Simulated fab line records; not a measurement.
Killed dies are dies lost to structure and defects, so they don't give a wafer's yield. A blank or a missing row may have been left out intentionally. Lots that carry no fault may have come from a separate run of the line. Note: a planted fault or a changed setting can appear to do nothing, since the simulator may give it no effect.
A sampling plan put to the test | flow sky130 | one fab line, 23 faults that these records tell of, each judged on the records of the lots that it struck
Plan = the line's own looks (route steps where a gauge or an inspection reads the wafer without altering it). A look is open to judgement when struck wafers have a number at it and the file gives its usual mean and standard deviation on fault-free wafers. Caught: the struck wafers' mean, at a look after the fault's first step, is 4 or more of those standard deviations (sigma) away from the usual mean. On the tool: the test repeated on the tool's own readings taken at the fault's steps. Caught also covers a different recipe on the struck wafers, or a record left blank for those wafers only.

## THE FAULTS, as the simulator had put them in
1. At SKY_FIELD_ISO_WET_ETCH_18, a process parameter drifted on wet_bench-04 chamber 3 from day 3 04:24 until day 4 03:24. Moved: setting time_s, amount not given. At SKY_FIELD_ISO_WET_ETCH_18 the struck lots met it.
2. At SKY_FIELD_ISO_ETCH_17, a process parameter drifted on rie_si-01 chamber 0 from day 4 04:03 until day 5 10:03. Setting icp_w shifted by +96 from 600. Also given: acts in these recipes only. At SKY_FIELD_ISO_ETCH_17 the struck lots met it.
3. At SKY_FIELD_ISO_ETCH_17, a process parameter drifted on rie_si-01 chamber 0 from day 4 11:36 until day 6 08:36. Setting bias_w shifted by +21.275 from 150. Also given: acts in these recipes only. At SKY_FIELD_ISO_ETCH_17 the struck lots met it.
4. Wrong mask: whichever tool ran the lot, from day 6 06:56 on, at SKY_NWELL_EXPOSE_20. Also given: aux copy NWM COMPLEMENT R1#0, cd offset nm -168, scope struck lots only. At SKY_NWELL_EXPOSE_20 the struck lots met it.
5. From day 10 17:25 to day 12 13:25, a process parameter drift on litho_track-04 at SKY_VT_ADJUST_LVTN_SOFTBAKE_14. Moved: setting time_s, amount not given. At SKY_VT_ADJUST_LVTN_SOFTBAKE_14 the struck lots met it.
6. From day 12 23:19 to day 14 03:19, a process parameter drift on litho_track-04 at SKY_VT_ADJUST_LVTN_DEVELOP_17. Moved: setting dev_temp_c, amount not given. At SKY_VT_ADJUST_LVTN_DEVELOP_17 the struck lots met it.
7. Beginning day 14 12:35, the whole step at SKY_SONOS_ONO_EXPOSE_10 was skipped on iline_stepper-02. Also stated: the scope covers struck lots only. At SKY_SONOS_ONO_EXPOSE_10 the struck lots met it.
8. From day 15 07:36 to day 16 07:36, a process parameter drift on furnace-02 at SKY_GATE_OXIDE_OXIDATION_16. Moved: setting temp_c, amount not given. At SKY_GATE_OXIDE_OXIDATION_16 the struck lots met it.
9. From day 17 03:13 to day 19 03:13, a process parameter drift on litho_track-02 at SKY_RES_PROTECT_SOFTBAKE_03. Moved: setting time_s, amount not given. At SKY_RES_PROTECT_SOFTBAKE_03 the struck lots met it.
10. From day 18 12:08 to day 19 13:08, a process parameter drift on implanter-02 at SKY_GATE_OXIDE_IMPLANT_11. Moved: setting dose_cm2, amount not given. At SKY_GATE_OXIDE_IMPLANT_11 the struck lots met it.
11. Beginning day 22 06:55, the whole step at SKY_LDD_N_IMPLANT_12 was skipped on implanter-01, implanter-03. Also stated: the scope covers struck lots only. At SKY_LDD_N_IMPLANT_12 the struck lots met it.
12. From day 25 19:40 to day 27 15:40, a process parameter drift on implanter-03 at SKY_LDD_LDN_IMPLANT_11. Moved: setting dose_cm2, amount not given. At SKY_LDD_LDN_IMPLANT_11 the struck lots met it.
13. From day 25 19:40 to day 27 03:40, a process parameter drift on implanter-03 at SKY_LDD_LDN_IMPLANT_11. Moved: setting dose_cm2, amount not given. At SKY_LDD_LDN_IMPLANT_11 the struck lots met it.
14. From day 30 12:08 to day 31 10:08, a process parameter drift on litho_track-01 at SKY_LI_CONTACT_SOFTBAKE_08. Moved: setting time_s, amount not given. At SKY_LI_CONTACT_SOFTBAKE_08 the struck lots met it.
15. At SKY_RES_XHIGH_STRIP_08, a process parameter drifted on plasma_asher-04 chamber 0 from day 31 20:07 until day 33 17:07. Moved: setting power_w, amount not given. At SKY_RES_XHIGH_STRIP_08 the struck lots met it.
16. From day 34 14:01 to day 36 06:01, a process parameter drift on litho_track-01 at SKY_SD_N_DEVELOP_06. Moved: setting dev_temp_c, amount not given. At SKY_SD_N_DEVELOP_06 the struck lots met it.
17. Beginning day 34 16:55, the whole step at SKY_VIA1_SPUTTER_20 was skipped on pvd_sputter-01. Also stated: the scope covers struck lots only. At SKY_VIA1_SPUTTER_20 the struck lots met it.
18. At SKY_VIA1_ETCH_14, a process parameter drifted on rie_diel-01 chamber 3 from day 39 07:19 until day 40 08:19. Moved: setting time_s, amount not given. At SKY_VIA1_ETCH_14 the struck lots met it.
19. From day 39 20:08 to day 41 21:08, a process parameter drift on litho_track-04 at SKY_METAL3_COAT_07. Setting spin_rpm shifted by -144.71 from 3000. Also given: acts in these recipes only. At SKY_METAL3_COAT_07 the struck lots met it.
20. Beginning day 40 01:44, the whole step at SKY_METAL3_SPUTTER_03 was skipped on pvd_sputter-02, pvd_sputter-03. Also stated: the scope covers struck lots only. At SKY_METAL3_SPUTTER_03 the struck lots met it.
21. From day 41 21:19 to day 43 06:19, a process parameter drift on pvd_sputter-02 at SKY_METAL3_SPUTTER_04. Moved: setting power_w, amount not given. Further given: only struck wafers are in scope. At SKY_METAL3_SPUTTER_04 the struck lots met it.
22. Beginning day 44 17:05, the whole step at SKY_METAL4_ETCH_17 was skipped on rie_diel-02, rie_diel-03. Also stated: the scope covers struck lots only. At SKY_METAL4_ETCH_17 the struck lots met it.
23. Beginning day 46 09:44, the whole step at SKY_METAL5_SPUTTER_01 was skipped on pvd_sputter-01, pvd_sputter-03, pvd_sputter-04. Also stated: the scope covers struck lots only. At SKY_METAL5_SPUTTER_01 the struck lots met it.

## WHAT THE PLAN SAW
fault | on the tool itself                               | first look that catches it                      | reading, sigma                                           | median hours from its first step to that look | hours from the fault's start to the first struck lot there | judged looks passed uncaught
1     | run_length_s +7.1 sigma                          | none of the 3 looks that can be judged after it | -                                                        | -                                             | -                                                          | 3
2     | rf_fwd_power_W +47 sigma                         | none of the 2 looks that can be judged after it | -                                                        | -                                             | -                                                          | 2
3     | bias_w +50 sigma                                 | none of the 2 looks that can be judged after it | strongest: cd_nm at SKY_VT_ADJUST_NCORE_CD_MEAS_07, -2.1 | -                                             | -                                                          | 2
4     | no reading that can be judged                    | no look after it can be judged                  | -                                                        | -                                             | -                                                          | 0
5     | run_length_s +67 sigma                           | none of the 2 looks that can be judged after it | -                                                        | -                                             | -                                                          | 2
6     | developer_temp_C -10 sigma                       | not the one look that can be judged after it    | -                                                        | -                                             | -                                                          | 1
7     | no reading that can be judged                    | no look after it can be judged                  | -                                                        | -                                             | -                                                          | 0
8     | tube_center_temp_C -99 or beyond sigma           | not the one look that can be judged after it    | -                                                        | -                                             | -                                                          | 1
9     | run_length_s -42 sigma                           | no look after it can be judged                  | -                                                        | -                                             | -                                                          | 0
10    | dose_ions_cm2 -37 sigma                          | no look after it can be judged                  | -                                                        | -                                             | -                                                          | 0
11    | the tool's record is blank for the struck wafers | no look after it can be judged                  | -                                                        | -                                             | -                                                          | 0
12    | dose_ions_cm2 -27 sigma                          | not the one look that can be judged after it    | -                                                        | -                                             | -                                                          | 1
13    | dose_ions_cm2 -13 sigma                          | not the one look that can be judged after it    | -                                                        | -                                             | -                                                          | 1
14    | run_length_s -22 sigma                           | no look after it can be judged                  | -                                                        | -                                             | -                                                          | 0
15    | strip_time_to_endpoint_s +47 sigma               | not the one look that can be judged after it    | -                                                        | -                                             | -                                                          | 1
16    | developer_temp_C -8.9 sigma                      | none of the 2 looks that can be judged after it | -                                                        | -                                             | -                                                          | 2
17    | the tool's record is blank for the struck wafers | no look after it can be judged                  | -                                                        | -                                             | -                                                          | 0
18    | oes_product_au +9.0 sigma                        | no look after it can be judged                  | -                                                        | -                                             | -                                                          | 0
19    | spin_speed_rpm -65 sigma                         | no look after it can be judged                  | -                                                        | -                                             | -                                                          | 0
20    | the tool's record is blank for the struck wafers | no look after it can be judged                  | -                                                        | -                                             | -                                                          | 0
21    | cathode_dc_power_W +99 or beyond sigma           | no look after it can be judged                  | -                                                        | -                                             | -                                                          | 0
22    | the tool's record is blank for the struck wafers | no look after it can be judged                  | -                                                        | -                                             | -                                                          | 0
23    | the tool's record is blank for the struck wafers | no look after it can be judged                  | -                                                        | -                                             | -                                                          | 0
Dash: fault not caught, or number not given in these records.

Caught at a look: 0 of 23. Caught on the tool: 21 of 23. By one or the other: 21 of 23.
On the tool alone, faults 1, 2, 3, 5, 6, 8, 9, 10, 11, 12, 13, 14, 15, 16, 17, 18, 19, 20, 21, 22, 23 were caught.
Caught by neither: faults 4, 7.
